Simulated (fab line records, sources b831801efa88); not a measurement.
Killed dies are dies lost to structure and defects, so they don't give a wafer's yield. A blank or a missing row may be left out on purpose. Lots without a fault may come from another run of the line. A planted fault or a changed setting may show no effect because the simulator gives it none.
fab line records | flow sky130
record lots=6 wafers=18 last_day=51
route steps=708 shown SONOS_ONO@176 GATE_OXIDE@187 POLY_GATE@204 PAD_OPEN@708
lots that met no fault: from a run of the same line without faults
start_h: hours from the record's first day to the start of the lot's first wafer shown | wait_h: hours since the lot's step before | " the same as in the row above | L1.1+2: a row that stands for several wafers | - no value, or no start given | * or withheld: withheld | < > ~ a bound
route shown NAME@n: a module of which the file shows steps, and the number in the route of the first | usual: mean/standard deviation of fault-free wafers | same: alike in all rows | chamber/n: place in a boat | sites: the reading at each site | _std_site: their standard deviation | _edge_site: outer sites' mean less inner sites' | radius_mm: how far each site lies from the wafer's centre | mask NAME#n: copy n | behind: the tool/chamber that last shaped the wafer | hold: why the lot was held/for how many hours/how that ended | device: the transistor (n, p or np) that didn't switch | end of line: the same wafers' tests at the end of the route | a step without rows: its recipe alone | killed: dies lost to structure and defects at the first sort, not the wafer's yield | map: a wafer's dies, x killed, . not, _ none there
set.NAME: the setting as run; set.NAME@STEP: as run at that earlier step | model.NAME: the simulator's own value behind a step, which no gauge read
lots at some steps of the route; a table a step, a row a wafer
services: from which hour (start_h, from the record's first day; less than 0 if before it) a tool's chamber was out of use, for how many hours, and why
## steps
# step SKY_SONOS_ONO_COAT_08
# recipe resist=NOVOLAK spin_rpm=3000 resist_thk_nm=1140
# step SKY_SONOS_ONO_SOFTBAKE_09
# recipe temp_c=90 time_s=60 resist=NOVOLAK
# step SKY_SONOS_ONO_EXPOSE_10
# recipe mask_id=ONOM target_cd_nm=410 na=0.6 source_shape=conventional sigma_outer=0.6 dose_mj=150
# step SKY_SONOS_ONO_PEB_11
# recipe temp_c=withheld time_s=* resist=NOVOLAK
# step SKY_SONOS_ONO_DEVELOP_12
# recipe develop_time_s=60 dev_temp_c=23
# step SKY_SONOS_ONO_CD_MEAS_13
# recipe target_cd_nm=410
# usual cd_nm=410.3/2.3
# columns lot.wafer tool chamber start_h wait_h cd_nm
L541.1 cd_sem-01 - 314.10 0.1 407.4
L541.3 " - " " 405.8
L541.4 " - " " 408.8
L543.1 cd_sem-01 - 326.33 0.1 412.1
L543.4 " - " " 412.8
L543.5 " - " " 413.5
L548.1 cd_sem-01 - 360.00 0.1 408.9
L548.3 " - " " 409.2
L548.5 " - " " 410.2
L555.2 cd_sem-01 - 415.95 0.1 412.1
L555.5 " - " " 411.0
L555.6 " - " " 411.7
L560.2 cd_sem-02 - 472.17 0.1 410.1
L560.4 " - " " 409.5
L560.5 " - " " 409.5
L561.1 cd_sem-01 - 474.80 0.1 410.2
L561.3 " - " " 410.8
L561.4 " - " " 410.5
# step SKY_SONOS_ONO_OVL_MEAS_14
# usual SONOS_ONO_OVL=0.0/1.4
# columns lot.wafer tool chamber start_h wait_h SONOS_ONO_OVL[nm]
L541.1 overlay-01 - 314.22 0.1 0.5
L541.3 " - " " -1.9
L541.4 " - " " -1.4
L543.1 overlay-01 - 326.45 0.1 -1.6
L543.4 " - " " -1.6
L543.5 " - " " 0.5
L548.1 overlay-02 - 360.12 0.1 -1.1
L548.3 " - " " 2.6
L548.5 " - " " 0.7
L555.2 overlay-02 - 416.06 0.1 -1.7
L555.5 " - " " -1.8
L555.6 " - " " -3.2
L560.2 overlay-02 - 472.28 0.1 -1.3
L560.4 " - " " -0.4
L560.5 " - " " -0.7
L561.1 overlay-01 - 474.92 0.1 3.2
L561.3 " - " " 1.4
L561.4 " - " " 0.6
# step SKY_SONOS_ONO_ETCH_15
# recipe target_depth_nm=19.52 chemistry=CHF3/O2 source_w=600 bias_w=200 pressure_mtorr=40 chf3_flow_sccm=50 O2_flow_sccm=5 time_s=7.8
# usual drypump_motor_current_A=5.9/0.48 oes_product_au=1.004/0.011 throttle_valve_pct=8.826/0.0099
# columns lot.wafer tool chamber start_h wait_h drypump_motor_current_A oes_product_au rf_hours_counter_h throttle_valve_pct
L541.1 rie_diel-03 0 314.26 0.0 5.7 1.010 4 8.833
L541.3 " 2 " " 5.2 1.006 60 8.803
L541.4 " 1 " " 5.8 1.001 98 8.826
L543.1 rie_diel-02 1 326.49 0.0 6.6 1.006 32 8.836
L543.4 " 2 " " 6.8 1.030 79 8.821
L543.5 " 3 " " 5.6 0.998 - 8.820
L548.1 rie_diel-03 2 360.15 0.0 5.2 1.009 61 8.827
L548.3 " 1 " " 5.8 1.001 99 8.816
L548.5 " 1 " " 5.8 1.008 - 8.815
L555.2 rie_diel-03 2 416.09 0.0 5.2 1.009 62 8.823
L555.5 " 1 " " 5.8 1.007 - 8.814
L555.6 " 2 " " 5.2 1.013 - 8.836
L560.2 rie_diel-04 2 472.31 0.0 5.5 1.033 2 8.836
L560.4 " 3 " " 5.6 1.013 10 8.836
L560.5 " 3 " " 5.6 1.003 - 8.836
L561.1 rie_diel-03 1 474.96 0.0 5.8 0.985 0 8.827
L561.3 " 0 " " 5.8 1.004 7 8.824
L561.4 " 3 " " 6.4 1.014 79 8.839
# step SKY_SONOS_ONO_WET_ETCH_16
# recipe chemistry=dHF target_depth_nm=14 dry=n2_spin target=SiO2 dilution=100:1 temp_c=25 time_s=271.9
# step SKY_SONOS_ONO_STRIP_17
# recipe chemistry=O2/N2 power_w=1400 pressure_mtorr=1500 platen_temp_c=withheld o2_flow_sccm=3000 n2_flow_sccm=300 overash_fraction=0.5
# usual drypump_motor_current_A=5.86/0.29 oes_product_au=0.710/0.0041 strip_time_to_endpoint_s=14.09/0.038
# columns lot.wafer tool chamber start_h wait_h drypump_motor_current_A oes_product_au rf_hours_counter_h strip_time_to_endpoint_s
L541.1 plasma_asher-03 0 314.37 0.0 5.66 0.712 48 14.14
L541.3 " 1 " " 5.59 0.716 - 14.15
L541.4 " 0 " " 5.65 0.708 - 14.13
L543.1 plasma_asher-02 1 326.60 0.0 6.32 0.705 19 14.14
L543.4 " 0 " " 5.68 0.716 - 14.13
L543.5 " 0 " " 5.68 0.708 - 14.14
L548.1 plasma_asher-02 0 360.35 0.0 5.67 0.704 22 14.11
L548.3 " 0 " " 5.68 0.705 - 14.15
L548.5 " 0 " " 5.66 0.703 - 14.12
L555.2 plasma_asher-03 0 416.19 0.0 5.69 0.714 58 14.14
L555.5 " 1 " " 5.63 0.713 - 14.14
L555.6 " 0 " " 5.68 0.713 - 14.08
L560.2 plasma_asher-02 1 472.42 0.0 6.34 0.710 30 14.05
L560.4 " 0 " " 5.70 0.718 - 14.03
L560.5 " 1 " " 6.32 0.711 - 14.01
L561.1 plasma_asher-03 0 475.07 0.0 5.66 0.706 65 14.06
L561.3 " 1 " " 5.62 0.710 - 14.04
L561.4 " 0 " " 5.67 0.717 - 14.11
# step SKY_SONOS_ONO_WET_ETCH_18
# recipe chemistry=H3PO4 target_depth_nm=15 target=Si3N4 temp_c=160 time_s=172
# step SKY_GATE_OXIDE_CLEAN_00
# recipe chemistry=SC1/SC2 mix=1:4:20 temp_c=70 time_s=150 dry=n2_spin
# step SKY_GATE_OXIDE_OXIDATION_01
# recipe temp_c=900 ambient=O2 stabilise_s=600 purge_s=300 target_thk_a=102.68 ox_time_s=1473
# usual spike_tc_bottom_C=921.4/1.2 spike_tc_centre_C=899.6/0.96 spike_tc_lower_C=899.3/1 spike_tc_top_C=907.1/2.2 spike_tc_upper_C=900.2/1 tube_center_temp_C=900/0.087 tube_center_temp_C_max=902.3/0.35 zone_power_centre_pct=17.51/0.19
# columns lot.wafer tool chamber start_h wait_h spike_tc_bottom_C spike_tc_centre_C spike_tc_lower_C spike_tc_top_C spike_tc_upper_C tube_center_temp_C tube_center_temp_C_max zone_power_centre_pct model.SiO2_of_GATE_OXIDE_OXIDATION_01.thk_nm
L541.1 furnace-01 0 314.62 0.0 922.8 901.3 902.4 903.8 900.6 900.04 902.3 17.71 10.22
L541.3 " 0 " " 922.3 900.5 900.7 906.2 899.2 899.91 901.7 17.56 10.18
L541.4 " 0 " " 922.1 899.9 901.5 903.2 900.2 899.91 902.0 17.80 10.25
L543.1 furnace-02 0 327.10 0.3 919.8 900.5 897.7 907.4 901.6 900 901.9 17.42 10.29
L543.4 " 0 " " 921.1 899.2 900.1 907.8 899.8 900.1 903.2 17.40 10.26
L543.5 " 0 " " 921.7 900.5 897.9 908.6 899.7 899.86 901.7 17.54 10.19
L548.1 furnace-01 0 361.63 1.0 922.0 899.6 900.2 906.3 899.5 900.02 902.4 17.30 10.31
L548.3 " 0 " " 922.8 899.5 900.2 904.8 900.3 900.16 903.1 17.42 10.18
L548.5 " 0 " " 921.5 901.5 897.6 906.2 900.5 899.94 902.4 17.65 10.34
L555.2 furnace-01 0 417.48 1.1 923.8 899.3 899.3 904.4 900.2 899.88 902.6 17.36 10.59
L555.5 " 0 " " 923.3 899.0 898.3 905.1 899.7 900.12 902.0 17.39 10.53
L555.6 " 0 " " 922.9 899.1 898.4 907.0 899.9 899.98 902.0 17.36 10.44
L560.2 furnace-02 0 472.63 0.0 907.4 886.8 885.4 894.1 886.3 886.73 888.8 17.01 9.128
L560.4 " 0 " " 906.1 886.2 886.3 898.0 885.9 886.87 888.8 16.97 8.952
L560.5 " 0 " " 908.4 887.0 885.4 893.9 885.6 886.96 889.2 16.89 8.904
L561.1 furnace-02 0 475.28 0.0 906.0 885.3 885.3 894.4 888.9 886.67 889.0 17.04 8.682
L561.3 " 0 " " 905.8 887.0 886.1 894.9 888.8 886.64 888.3 17.01 8.724
L561.4 " 0 " " 907.5 885.6 886.4 895.9 887.1 886.64 888.8 16.62 8.793
# step SKY_GATE_OXIDE_THK_MEAS_02
# recipe reads=SiO2_of_GATE_OXIDE_OXIDATION_01
# usual GATE_OXIDE_OXIDATION_00_THK=10.31/0.15
# columns lot.wafer tool chamber start_h wait_h GATE_OXIDE_OXIDATION_00_THK[nm]
L541.1 film_metro-01 - 316.03 0.0 10.22
L541.3 " - " " 10.22
L541.4 " - " " 10.23
L543.1 film_metro-01 - 328.51 0.0 10.34
L543.4 " - " " 10.28
L543.5 " - " " 10.15
L548.1 film_metro-04 - 363.04 0.0 10.36
L548.3 " - " " 10.19
L548.5 " - " " 10.35
L555.2 film_metro-01 - 418.90 0.0 10.57
L555.5 " - " " 10.52
L555.6 " - " " 10.43
L560.2 film_metro-02 - 474.05 0.0 9.07
L560.4 " - " " 8.94
L560.5 " - " " 8.90
L561.1 film_metro-02 - 476.69 0.0 8.72
L561.3 " - " " 8.73
L561.4 " - " " 8.76
# step SKY_GATE_OXIDE_DEHYDRATE_03
# recipe temp_c=200 time_s=60
# step SKY_GATE_OXIDE_HMDS_04
# recipe prime_time_s=60 prime_temp_c=120
# step SKY_GATE_OXIDE_COAT_05
# recipe resist=NOVOLAK spin_rpm=3000 resist_thk_nm=1140
# step SKY_GATE_OXIDE_SOFTBAKE_06
# recipe temp_c=90 time_s=60 resist=NOVOLAK
# step SKY_GATE_OXIDE_EXPOSE_07
# recipe mask_id=LVOM na=0.6 source_shape=conventional sigma_outer=0.6 polarization=unpolarized target_cd_nm=600 dose_mj=170
# step SKY_GATE_OXIDE_PEB_08
# recipe temp_c=withheld time_s=* resist=NOVOLAK
# step SKY_GATE_OXIDE_DEVELOP_09
# recipe resist=NOVOLAK developer=TMAH develop_time_s=60 dev_temp_c=23
# step SKY_GATE_OXIDE_OVL_MEAS_10
# usual GATE_OXIDE_OVL=-0.4/1.6
# columns lot.wafer tool chamber start_h wait_h GATE_OXIDE_OVL[nm]
L541.1 overlay-02 - 342.88 0.1 -1.6
L541.3 " - " " -1.7
L541.4 " - " " -0.1
L543.1 overlay-01 - 355.95 0.1 1.2
L543.4 " - " " 0.9
L543.5 " - " " 0.6
L548.1 overlay-02 - 391.95 0.1 0.6
L548.3 " - " " -0.3
L548.5 " - " " 0.6
L555.2 overlay-02 - 449.25 0.1 -0.4
L555.5 " - " " -0.5
L555.6 " - " " 0.6
L560.2 overlay-01 - 504.66 0.1 -0.2
L560.4 " - " " -0.1
L560.5 " - " " -0.5
L561.1 overlay-02 - 507.95 0.1 -4.2
L561.3 " - " " -2.2
L561.4 " - " " -3.2
# step SKY_GATE_OXIDE_IMPLANT_11
# recipe species=B energy_kev=10 dose_cm2=2.575e+12 tilt_deg=withheld
# step SKY_GATE_OXIDE_WET_ETCH_12
# recipe chemistry=dHF target_depth_nm=16.8 dry=n2_spin target=SiO2 dilution=100:1 temp_c=25 time_s=336
# step SKY_GATE_OXIDE_STRIP_13
# recipe chemistry=O2/N2 power_w=1400 pressure_mtorr=1500 platen_temp_c=withheld o2_flow_sccm=3000 n2_flow_sccm=300 overash_fraction=0.5
# usual drypump_motor_current_A=5.8/0.44 oes_product_au=0.715/0.0045 strip_time_to_endpoint_s=14.19/0.038
# columns lot.wafer tool chamber start_h wait_h drypump_motor_current_A oes_product_au rf_hours_counter_h strip_time_to_endpoint_s
L541.1 plasma_asher-02 0 343.17 0.0 5.7 0.716 20 14.16
L541.3 " 0 " " 5.7 0.711 - 14.18
L541.4 " 1 " " 6.3 0.720 - 14.14
L543.1 plasma_asher-02 0 356.24 0.0 5.7 0.720 22 14.27
L543.4 " 1 " " 6.3 0.708 - 14.27
L543.5 " 1 " " 6.3 0.721 - 14.29
L548.1 plasma_asher-02 0 392.25 0.0 5.7 0.717 25 14.21
L548.3 " 0 " " 5.7 0.722 - 14.21
L548.5 " 1 " " 6.3 0.715 - 14.23
L555.2 plasma_asher-01 0 449.54 0.0 5.0 0.725 76 14.16
L555.5 " 1 " " 5.7 0.715 - 14.16
L555.6 " 0 " " 5.0 0.715 - 14.22
L560.2 plasma_asher-04 0 504.94 0.0 6.2 0.722 8 14.15
L560.4 " 1 " " 5.7 0.707 - 14.10
L560.5 " 1 " " 5.6 0.713 - 14.15
L561.1 plasma_asher-01 1 508.24 0.0 5.7 0.715 82 14.25
L561.3 " 0 " " 5.0 0.719 - 14.21
L561.4 " 1 " " 5.7 0.715 - 14.25
# step SKY_GATE_OXIDE_TW_MEAS_14
# usual GATE_OXIDE_TW=225.6/1.1
# columns lot.wafer tool chamber start_h wait_h GATE_OXIDE_TW
L541.1 film_metro-04 - 343.27 0.1 226.0
L541.3 " - " " 225.6
L541.4 " - " " 226.7
L543.1 film_metro-02 - 356.34 0.1 227.6
L543.4 " - " " 227.0
L543.5 " - " " 227.1
L548.1 film_metro-02 - 392.35 0.1 228.4
L548.3 " - " " 226.1
L548.5 " - " " 226.9
L555.2 film_metro-01 - 449.65 0.1 226.5
L555.5 " - " " 226.0
L555.6 " - " " 226.6
L560.2 film_metro-02 - 505.05 0.1 224.9
L560.4 " - " " 224.8
L560.5 " - " " 225.8
L561.1 film_metro-01 - 508.34 0.1 225.9
L561.3 " - " " 225.9
L561.4 " - " " 225.6
# step SKY_GATE_OXIDE_CLEAN_15
# recipe chemistry=SC1/SC2 mix=1:4:20 temp_c=70 time_s=150 dry=n2_spin
# step SKY_GATE_OXIDE_OXIDATION_16
# recipe temp_c=800 ambient=O2 idle_temp_c=700 ramp_up_c_per_min=10 ramp_down_c_per_min=3 stabilise_s=600 purge_s=300 target_thk_a=35.7 ox_time_s=1915
# usual spike_tc_bottom_C=822.4/1.1 spike_tc_centre_C=799.5/1 spike_tc_lower_C=799.2/1 spike_tc_top_C=809.4/2.4 spike_tc_upper_C=800.2/1.1 tube_center_temp_C=800.01/0.065 tube_center_temp_C_max=802.0/0.33 zone_power_centre_pct=13.74/0.16
# columns lot.wafer tool chamber start_h wait_h spike_tc_bottom_C spike_tc_centre_C spike_tc_lower_C spike_tc_top_C spike_tc_upper_C tube_center_temp_C tube_center_temp_C_max zone_power_centre_pct model.SiO2_of_GATE_OXIDE_OXIDATION_01.thk_nm
L541.1 furnace-02 0 344.68 1.3 821.6 798.6 798.9 811.9 802.2 800.05 802.1 13.46 11.6
L541.3 " 0 " " 821.1 799.9 799.3 811.0 800.1 800.01 802.1 13.80 11.57
L541.4 " 0 " " 822.1 797.7 799.4 811.6 802.3 800.1 802.1 13.53 11.64
L543.1 furnace-01 0 357.05 0.6 823.4 799.4 798.0 806.5 799.8 799.96 801.9 13.60 11.64
L543.4 " 0 " " 822.8 799.6 800.1 808.8 800.5 800.02 802.0 13.55 11.61
L543.5 " 0 " " 823.7 800.0 801.1 806.5 800.3 800 802.0 13.97 11.53
L548.1 furnace-01 0 392.46 0.0 823.0 799.5 799.1 807.4 798.5 800.06 801.4 13.86 11.66
L548.3 " 0 " " 822.1 801.1 798.4 806.8 800.1 800.01 802.0 13.94 11.54
L548.5 " 0 " " 824.5 800.1 801.2 807.1 798.7 799.95 801.8 13.95 11.7
L555.2 furnace-01 0 450.93 1.2 822.9 801.0 799.4 806.7 798.5 799.94 801.6 13.88 11.87
L555.5 " 0 " " 821.4 799.7 798.5 804.8 800.3 799.97 801.7 13.92 11.84
L555.6 " 0 " " 823.1 800.1 800.3 805.9 799.6 799.9 801.6 13.93 11.73
L560.2 furnace-02 0 505.15 0.0 822.6 799.9 800.1 812.5 800.5 800.13 801.8 13.42 10.56
L560.4 " 0 " " 822.0 799.1 799.4 811.8 800.0 800.11 802.4 13.52 10.47
L560.5 " 0 " " 823.5 798.7 800.5 810.7 801.5 800.04 802.5 13.64 10.38
L561.1 furnace-02 0 508.45 0.0 820.7 799.0 798.2 811.8 799.4 800.06 802.2 13.57 10.15
L561.3 " 0 " " 821.3 798.6 798.1 810.8 798.2 799.97 801.8 13.89 10.21
L561.4 " 0 " " 821.8 800.5 799.9 811.0 800.1 800.01 801.9 13.53 10.23
# step SKY_POLY_GATE_CVD_00
# recipe material=poly-Si target_thk_nm=180 temp_c=620 time_s=720 pressure_mtorr=200
# step SKY_PAD_OPEN_PROBE_99
# usual killed_at_M0_to_M3=43/7.5 killed_at_M4_up=3.2/1.9 killed_at_contacts=24/5.6 killed_at_front_end=15/4.8 killed_at_other=0.2/0.54 killed_dies=86/11 killed_open=47/7.6 killed_short=39/7.1
# same gross_dies=492 killed_at_back_side=0
# columns lot.wafer tool chamber start_h wait_h killed_at_M0_to_M3 killed_at_M4_up killed_at_contacts killed_at_front_end killed_at_other killed_dies killed_open killed_short model.etest.nfet_16v.r_on_ohm_um model.etest.pfet_g5v0d10v5.r_on_ohm_um model.etest.tip_sonos.rs_ohm_sq model.etest.nfet_g5v0d10v5.r_on_ohm_um model.etest.nfet_g5v0d10v5.drive_ua_um model.etest.nfet_05v0_nvt.drive_ua_um model.etest.pfet_g5v0d10v5.drive_ua_um model.etest.nfet_16v.drive_ua_um
L541.1 prober-01 - 1118.65 0.1 43 0 17 15 0 75 40 35 1.407e+04 4753 2564 1872 615.1 580.8 343 223.9
L541.3 prober-01 - 1118.75 0.2 28 2 16 14 0 60 30 30 1.406e+04 4721 2532 1838 610.9 583.5 345.4 225.7
L541.4 prober-01 - 1118.80 0.2 44 4 22 13 0 83 45 38 1.412e+04 4746 2582 1869 612 583.3 342.6 223.9
L543.1 prober-02 - 1127.80 0.1 38 2 24 23 0 87 51 36 1.42e+04 4697 2656 1876 608.9 581.9 345 222.4
L543.4 prober-02 - 1127.95 0.2 47 2 34 14 0 97 56 41 1.42e+04 4760 2661 1874 604.7 578.1 341.6 220.3
L543.5 prober-02 - 1128.00 0.2 53 4 36 14 0 107 61 46 1.426e+04 4807 2634 1892 611 584.4 338.2 222.9
L548.1 prober-01 - 1150.65 0.1 45 3 20 20 0 88 51 37 1.384e+04 4702 2641 1864 607.7 576.7 344.9 224.1
L548.3 prober-01 - 1150.75 0.2 55 7 26 12 0 100 57 43 1.387e+04 4672 2662 1872 614.9 580.8 345.3 226.8
L548.5 prober-01 - 1150.85 0.2 40 2 30 8 0 80 36 44 1.37e+04 4646 2682 1881 602.6 575.1 345.8 224.8
L555.2 prober-02 - 1185.35 0.1 40 4 12 18 0 74 44 30 1.427e+04 4811 2683 1886 590.7 564.4 333.5 216.4
L555.5 prober-02 - 1185.50 0.2 45 1 21 10 0 77 50 27 1.421e+04 4736 2673 1879 595.2 564.8 338.2 214.4
L555.6 prober-02 - 1185.55 0.2 34 2 31 25 1 93 51 42 1.431e+04 4812 2660 1897 598.4 573.7 332.8 218.2
L560.2 prober-01 - 1214.26 0.1 37 3 30 15 0 85 55 30 1.367e+04 4456 2469 1761 672.8 631.3 371.2 243.8
L560.4 prober-01 - 1214.36 0.2 53 4 25 11 0 93 48 45 1.35e+04 4436 2431 1748 676.3 635 377.3 247.5
L560.5 prober-01 - 1214.41 0.2 47 5 19 20 0 91 53 38 1.351e+04 4484 2408 1741 681.2 641 376.6 249.9
L561.1 prober-02 - 1215.01 0.1 42 0 31 20 0 93 44 49 1.341e+04 4470 2291 1752 684.7 644.9 372.5 251.5
L561.3 prober-02 - 1215.11 0.2 41 1 18 13 0 73 40 33 1.34e+04 4499 2332 1764 690.9 648.2 371.6 250.5
L561.4 prober-02 - 1215.16 0.2 39 6 22 19 0 86 49 37 1.333e+04 4486 2333 1735 686.5 642.7 372.3 248.5
# killed by level:class
L541.1 METAL1:geometric_particle:short=9 CONTACT:geometric_particle:open=8 VIA1:geometric_particle:open=8 VIA2:geometric_particle:open=8 FIELD_ISO:geometric_particle:open=5 LI_CONTACT:geometric_particle:short=4 VIA2:geometric_particle:short=4 METAL3:geometric_particle:short=4
L541.3 METAL2:geometric_particle:short=9 CONTACT:geometric_particle:open=5 VIA1:geometric_particle:open=5 FIELD_ISO:geometric_particle:open=4 FIELD_ISO:geometric_particle:short=4 LI_CONTACT:geometric_particle:open=4 CONTACT:geometric_particle:short=3 METAL1:geometric_particle:short=3
L541.4 VIA1:geometric_particle:open=14 CONTACT:geometric_particle:open=8 FIELD_ISO:geometric_particle:short=5 LI_CONTACT:geometric_particle:open=5 LOCAL_INTERCONNECT:geometric_particle:short=5 VIA3:geometric_particle:open=4 METAL2:geometric_particle:short=4 VIA2:geometric_particle:open=4
L543.1 CONTACT:geometric_particle:open=12 VIA2:geometric_particle:open=9 FIELD_ISO:geometric_particle:short=8 LI_CONTACT:geometric_particle:open=7 METAL2:geometric_particle:short=7 POLY_GATE:geometric_particle:open=5 METAL1:geometric_particle:short=5 VIA1:geometric_particle:open=5
L543.4 VIA1:geometric_particle:open=14 LI_CONTACT:geometric_particle:open=12 CONTACT:geometric_particle:open=11 VIA1:geometric_particle:short=7 METAL1:geometric_particle:short=5 VIA2:geometric_particle:open=5 FIELD_ISO:geometric_particle:open=4 CONTACT:geometric_particle:short=4
L543.5 CONTACT:geometric_particle:open=17 METAL1:geometric_particle:short=8 VIA2:geometric_particle:open=8 VIA3:geometric_particle:open=7 LI_CONTACT:geometric_particle:open=6 VIA1:geometric_particle:open=6 METAL2:geometric_particle:short=6 FIELD_ISO:geometric_particle:open=5
L548.1 VIA1:geometric_particle:open=11 METAL2:geometric_particle:short=11 LI_CONTACT:geometric_particle:open=8 FIELD_ISO:geometric_particle:open=7 VIA2:geometric_particle:open=7 CONTACT:geometric_particle:open=6 POLY_GATE:geometric_particle:open=4 VIA3:geometric_particle:open=4
L548.3 VIA1:geometric_particle:open=16 CONTACT:geometric_particle:open=10 VIA2:geometric_particle:open=10 VIA3:geometric_particle:open=8 VIA1:geometric_particle:short=6 METAL1:geometric_particle:short=6 METAL3:geometric_particle:short=6 POLY_GATE:geometric_particle:open=5
L548.5 CONTACT:geometric_particle:open=11 CONTACT:geometric_particle:short=8 VIA2:geometric_particle:open=8 METAL2:geometric_particle:short=7 VIA1:geometric_particle:short=7 LI_CONTACT:geometric_particle:open=5 METAL1:geometric_particle:short=5 VIA1:geometric_particle:open=5
L555.2 VIA1:geometric_particle:open=14 VIA2:geometric_particle:open=9 METAL1:geometric_particle:short=6 POLY_GATE:geometric_particle:short=5 LI_CONTACT:geometric_particle:open=5 FIELD_ISO:geometric_particle:short=4 METAL2:geometric_particle:short=4 VIA3:geometric_particle:open=4
L555.5 VIA2:geometric_particle:open=9 CONTACT:geometric_particle:open=8 VIA1:geometric_particle:open=8 LI_CONTACT:geometric_particle:open=7 METAL1:geometric_particle:short=7 METAL2:geometric_particle:short=7 VIA3:geometric_particle:open=6 FIELD_ISO:geometric_particle:open=4
L555.6 CONTACT:geometric_particle:open=10 VIA1:geometric_particle:open=9 FIELD_ISO:geometric_particle:short=7 FIELD_ISO:geometric_particle:open=7 POLY_GATE:geometric_particle:short=5 LI_CONTACT:geometric_particle:short=5 LI_CONTACT:geometric_particle:open=5 CONTACT:geometric_particle:short=5
L560.2 VIA1:geometric_particle:open=16 CONTACT:geometric_particle:open=11 VIA2:geometric_particle:open=7 POLY_GATE:geometric_particle:open=7 CONTACT:geometric_particle:short=7 LI_CONTACT:geometric_particle:open=5 METAL2:geometric_particle:short=4 LOCAL_INTERCONNECT:geometric_particle:short=4
L560.4 VIA1:geometric_particle:open=12 LI_CONTACT:geometric_particle:open=8 CONTACT:geometric_particle:open=8 VIA3:geometric_particle:open=8 METAL2:geometric_particle:short=7 VIA1:geometric_particle:short=6 VIA3:geometric_particle:short=5 LOCAL_INTERCONNECT:geometric_particle:short=4
L560.5 VIA1:geometric_particle:open=12 VIA3:geometric_particle:open=9 CONTACT:geometric_particle:open=7 LOCAL_INTERCONNECT:geometric_particle:short=6 FIELD_ISO:geometric_particle:short=5 POLY_GATE:geometric_particle:open=5 LI_CONTACT:geometric_particle:open=5 VIA2:geometric_particle:short=5
L561.1 CONTACT:geometric_particle:short=9 VIA2:geometric_particle:open=8 POLY_GATE:geometric_particle:short=7 LI_CONTACT:geometric_particle:open=7 VIA1:geometric_particle:open=6 POLY_GATE:geometric_particle:open=5 LI_CONTACT:geometric_particle:short=5 CONTACT:geometric_particle:open=5
L561.3 VIA1:geometric_particle:open=9 VIA3:geometric_particle:open=8 CONTACT:geometric_particle:open=6 METAL2:geometric_particle:short=5 FIELD_ISO:geometric_particle:short=4 LI_CONTACT:geometric_particle:short=4 CONTACT:geometric_particle:short=4 VIA2:geometric_particle:open=4
L561.4 CONTACT:geometric_particle:open=13 VIA1:geometric_particle:open=8 METAL2:geometric_particle:short=6 FIELD_ISO:geometric_particle:short=4 POLY_GATE:geometric_particle:open=4 POLY_GATE:geometric_particle:short=4 CONTACT:geometric_particle:short=4 VIA2:geometric_particle:short=4
## services
# columns tool chamber start_h hours kind
rie_diel-03 0 293.76 4.0 repair
rie_diel-04 0 319.02 1.3 repair
rie_diel-04 1 319.62 11.3 repair
rie_diel-04 - 328.80 14.6 pm
rie_diel-03 - 337.61 11.1 repair
rie_diel-02 1 379.84 8.0 repair
rie_diel-04 - 386.40 28.1 pm
furnace-02 - 392.56 3.7 pm
furnace-02 - 418.98 3.9 pm
plasma_asher-04 - 420.62 2.8 pm
rie_diel-04 0 420.72 3.5 repair
plasma_asher-04 - 423.37 9.0 pm
rie_diel-02 1 424.03 10.5 repair
rie_diel-03 3 424.36 3.6 repair
furnace-01 - 427.67 3.4 pm
plasma_asher-02 - 430.04 33.2 repair
rie_diel-04 2 433.89 1.3 repair
rie_diel-04 3 437.60 5.9 repair
plasma_asher-02 - 454.51 1.5 repair
rie_diel-04 - 463.70 4.3 pm
rie_diel-02 - 476.11 2.8 pm
rie_diel-02 3 480.02 10.0 repair
plasma_asher-01 - 489.92 2.8 repair
furnace-01 - 489.98 3.3 pm
## key
first_sign step=SKY_GATE_OXIDE_OXIDATION_01 reading=tube_center_temp_C direction=down sigmas=99+ usual=* struck=*
effect step=SKY_GATE_OXIDE_OXIDATION_01 reading=tube_center_temp_C_max direction=down sigmas=38 usual=* struck=*
effect step=SKY_GATE_OXIDE_THK_MEAS_02 reading=GATE_OXIDE_OXIDATION_00_THK direction=down sigmas=9.9 usual=10.31 struck=8.85
model_effect step=SKY_GATE_OXIDE_OXIDATION_01 value=SiO2_of_GATE_OXIDE_OXIDATION_01.thk_nm without=10.28 struck=8.864
model_effect step=SKY_GATE_OXIDE_OXIDATION_16 value=SiO2_of_GATE_OXIDE_OXIDATION_01.thk_nm without=11.64 struck=10.33
model_effect step=SKY_PAD_OPEN_PROBE_99 value=etest.nfet_16v.r_on_ohm_um without=1.422e+04 struck=1.347e+04
met_at SKY_GATE_OXIDE_OXIDATION_01
struck_wafers L560.2,L560.4,L560.5,L561.1,L561.3,L561.4
tester_left_out L560,L561
onset_between 327.10 472.63
fault kind=process_parameter_drift tool=furnace-02 chamber=- onset_h=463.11 steps=SKY_GATE_OXIDE_OXIDATION_01 channel=temp_c offset=* shape=step end_h=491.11 acts_in=* stated=*
# tester_left_out: of these lots the tester's yield and bins aren't shown, on N5 and GAA mostly nor the transistor test; their killed dies are dies lost to structure and defects alone, not to doping, threshold or leakage, so they don't give the yield
